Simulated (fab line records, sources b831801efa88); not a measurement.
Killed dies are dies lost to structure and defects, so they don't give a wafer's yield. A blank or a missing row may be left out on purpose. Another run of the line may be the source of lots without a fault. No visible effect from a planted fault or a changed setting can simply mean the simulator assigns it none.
8D (eight disciplines) problem report, filled in by code :: flow gf180mcu :: the parts of the form that need people (team, actions taken, sign-off) are left out

## 1. WHAT WENT WRONG
Mean V4_W_RS at GF_V4_RS_MEAS_24: 0.184 ohm/sq over 5 wafers in 3 lots; fault-free wafers: 0.328 ohm/sq, standard deviation 0.0031. That puts it -46 standard deviations away from the usual mean.
The step: measures by four-point-probe.
First observed at day 28 20:10: wafer L904.2, on film metro-03. At this step, 33 wafers from 11 lots have a number in the record. The rule behind "out" and "out of limits": a value lying over 4 standard deviations away from the usual mean. The rest of the wafers with a number are treated as sound.

## 2. WHAT IT IS; WHAT IT IS NOT
question: which readings at this step
is: V4_W_RS
is not: -

question: which lots
is: L904, L905, L907
is not: L893, L894, L895, L897, L898, L903, L906, L915

question: which wafers of those lots
is: L904.2, L905.2, L905.6, L907.4, L907.6
is not: L904.3, L904.5, L905.3, L907.1

question: read on which gauges
is: film metro-02, film metro-03
is not: film metro-04

question: when
is: from day 28 20:10
is not: up to then (20 sound wafers); but 8 sound wafers of L905, L906, L907, L915 came after

## 3. WHAT RULES OUT EACH SUSPECT
Counting: if a tool at a process step up to the reading ran every lot that is out, it stays a suspect. Sound lots after the first of them don't rule it out here, since some wafers of a struck lot are sound.
- the gauge at GF_V4_RS_MEAS_24: ruled out. The wafers that are out were read on 2 gauges (film metro-02, film metro-03).
- cvd w-02 at GF_V4_CVD_23 (deposits W, target thk 350 nm, time 104.9 s): kept. It processed each lot that is out (first: L904, day 28 20:02); up to then, its last sound lot is L903 (day 28 11:03).
After counting, what remains is cvd w-02 at GF_V4_CVD_23.

## 4. THE CAUSE (what the simulator had put in)
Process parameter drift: cvd w-02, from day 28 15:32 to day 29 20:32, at GF_V4_CVD_23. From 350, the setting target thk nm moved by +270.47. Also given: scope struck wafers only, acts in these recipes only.
Only this tool survived the counting.

## 5. SEQUENCE OF EFFECTS, ordered by route
Each row: a reading whose mean over the struck wafers that have a number lies more than 3 standard deviations from the usual. Only readings whose record carries a usual standard deviation are examined. hours: median over the lots of the time between each lot's start at the first step of this table that gives one and its start at this step. sigmas: the change, counted in usual standard deviations.
hours: 0
step: GF_V4_RS_MEAS_24
reading: V4_W_RS
usual: 0.328 ohm/sq
on struck wafers: 0.184
change: -0.144
sigmas: -46

hours: 0
step: GF_V4_THK_MEAS_25
reading: V4_W_THK
usual: 339 nm
on struck wafers: 564
change: +226
sigmas: +50

hours: 0
step: GF_V4_CMP_26
reading: time to endpoint s
usual: 84 s
on struck wafers: 154
change: +70
sigmas: +15
The process steps in it:
- GF_V4_CMP_26: polishes, stops on SiO2, t overpolish 15 s, target thk 0 nm.

## 6. WHAT WOULD HAVE CAUGHT IT SOONER
Counted from the fault's start at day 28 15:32, it took 5 hours until the first out-of-limits reading at a measuring or inspecting step in this record, taken at day 28 20:10.
No tool reading at GF_V4_CVD_23 that has a usual standard deviation in the record was out on any struck wafer, so an alarm limit of 4 standard deviations on those readings would not have fired.
Of the lots that are out (3), L905, L907 began GF_V4_CVD_23 on cvd w-02 after day 28 20:10. A hold on the tool at that time would have spared those 2.
